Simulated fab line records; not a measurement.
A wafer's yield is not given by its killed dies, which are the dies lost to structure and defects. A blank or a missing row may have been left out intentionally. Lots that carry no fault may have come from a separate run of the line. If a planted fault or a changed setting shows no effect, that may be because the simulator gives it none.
Which tool is to blame? || flow sky130 || 6 lots, 18 wafers sampled, at 2 steps of a route of 708

== WHAT THE GAUGES READ, wafer by wafer ==
SKY_SONOS_TUNNEL_CD_MEAS_07: the cd target is 410 nm.
{"lot": "L558", "measured": "day 12 03:26", "on": "cdSem-02", "cdNm (nm)": "407.2 408.6 407.5"}
{"lot": "L561", "measured": "day 13 01:54", "on": "cdSem-01", "cdNm (nm)": "408.5 405.6 408.1"}
{"lot": "L567", "measured": "day 15 06:53", "on": "cdSem-01", "cdNm (nm)": "411.3 410.4 409.1"}
{"lot": "L569", "measured": "day 15 22:23", "on": "cdSem-01", "cdNm (nm)": "- - -"}
{"lot": "L571", "measured": "day 16 12:46", "on": "cdSem-02", "cdNm (nm)": "412.0 412.8 412.7"}
{"lot": "L579", "measured": "day 18 22:28", "on": "cdSem-01", "cdNm (nm)": "411.4 412.4 411.6"}

== TOOL THAT RAN EACH LOT (tool first, then ch and the chambers of the sampled wafers, then the start) ==
{"lot": "L558", "SKY_SONOS_TUNNEL_EXPOSE_04": "ilineStepper-02 ch 0, day 11 16:01"}
{"lot": "L561", "SKY_SONOS_TUNNEL_EXPOSE_04": "ilineStepper-01 ch 0, day 12 14:10"}
{"lot": "L567", "SKY_SONOS_TUNNEL_EXPOSE_04": "ilineStepper-02 ch 0, day 14 18:04"}
{"lot": "L569", "SKY_SONOS_TUNNEL_EXPOSE_04": "ilineStepper-02 ch 0, day 15 08:19"}
{"lot": "L571", "SKY_SONOS_TUNNEL_EXPOSE_04": "ilineStepper-02 ch 0, day 15 23:55"}
{"lot": "L579", "SKY_SONOS_TUNNEL_EXPOSE_04": "ilineStepper-02 ch 0, day 18 07:47"}
- SKY_SONOS_TUNNEL_EXPOSE_04: exposes mask TUNM, target cd 410 nm.

== THE ANSWER, worked out from the rows above alone ==
Rule: the lots themselves supply what counts as usual. The widest of any qualifying gaps counts: lots, ordered by their means at a reading, are off when they make up no more than a third of the lots, leave a main group of 4 or more, and stand apart from it by 3 or more times the standard deviation of that group's means. A main group whose means are all the same, to the digits that the tables above print for the reading, isn't used. A lot without any number at a reading at which 4 lots or more have one is off too. The other lots that the step has rows for count as sound.
Off at SKY_SONOS_TUNNEL_CD_MEAS_07 (cdNm): L569. Without a number there: L569. The main group has a mean of 409.9 nm with a standard deviation of 2.1.
A tool fits if, at a process step before that reading, it ran every lot that is off, and no sound lot after the first of them. The gauges at SKY_SONOS_TUNNEL_CD_MEAS_07 are tried like those tools. Not one of the candidates tried fits.

== WHAT THE SIMULATOR PUT IN ==
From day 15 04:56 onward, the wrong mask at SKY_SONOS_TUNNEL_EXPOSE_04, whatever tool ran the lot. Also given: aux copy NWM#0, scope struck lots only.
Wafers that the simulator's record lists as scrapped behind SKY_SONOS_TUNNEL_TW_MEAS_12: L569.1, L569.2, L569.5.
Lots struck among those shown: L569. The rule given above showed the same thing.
